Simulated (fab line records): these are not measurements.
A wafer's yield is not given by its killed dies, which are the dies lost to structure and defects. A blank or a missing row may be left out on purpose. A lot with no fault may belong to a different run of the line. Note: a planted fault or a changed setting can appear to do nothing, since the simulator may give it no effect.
Which tool is to blame? + flow sky130 + 20 wafers sampled from 7 lots at 1 step of a route of 708

WHAT EACH GAUGE READ, for each wafer
SKY_POLY_GATE_THK_MEAS_04.
| lot  | measured     | on           | POLY_GATE_CVD_03_THK (nm) |
|------|--------------|--------------|---------------------------|
| L401 | day 15 16:04 | filmMetro-04 | 76.1 76.0 76.6            |
| L404 | day 16 23:22 | filmMetro-04 | 75.6 76.5 75.8            |
| L407 | day 18 10:22 | filmMetro-02 | 75.7 75.5 74.7            |
| L410 | day 19 07:50 | filmMetro-01 | 75.2 75.2 74.8            |
| L413 | day 19 16:22 | filmMetro-02 | 75.1 74.9                 |
| L421 | day 22 13:05 | filmMetro-02 | 75.7 75.3 75.4            |
| L424 | day 23 05:45 | filmMetro-01 | 74.6 74.6 75.1            |

TOOL THAT RAN EACH LOT (tool first, then ch and the chambers of the sampled wafers, then the start)
No process step before these readings appears in the record.

THE ANSWER, worked out from the rows above alone
Rule: what is usual is taken from the lots themselves. The widest of any qualifying gaps counts: lots, ordered by their means at a reading, are off when they make up no more than a third of the lots, leave a main group of 4 or more, and stand apart from it by 3 or more times the standard deviation of that group's means. A main group is skipped when, at the precision printed for the reading in the tables above, its means are all equal. A lot without any number at a reading at which 4 lots or more have one is off too. Where the step has rows for the other lots, those lots are counted as sound.
No lot is off at any reading shown: from this, nothing can be told.

WHAT THE SIMULATOR HAD INSERTED
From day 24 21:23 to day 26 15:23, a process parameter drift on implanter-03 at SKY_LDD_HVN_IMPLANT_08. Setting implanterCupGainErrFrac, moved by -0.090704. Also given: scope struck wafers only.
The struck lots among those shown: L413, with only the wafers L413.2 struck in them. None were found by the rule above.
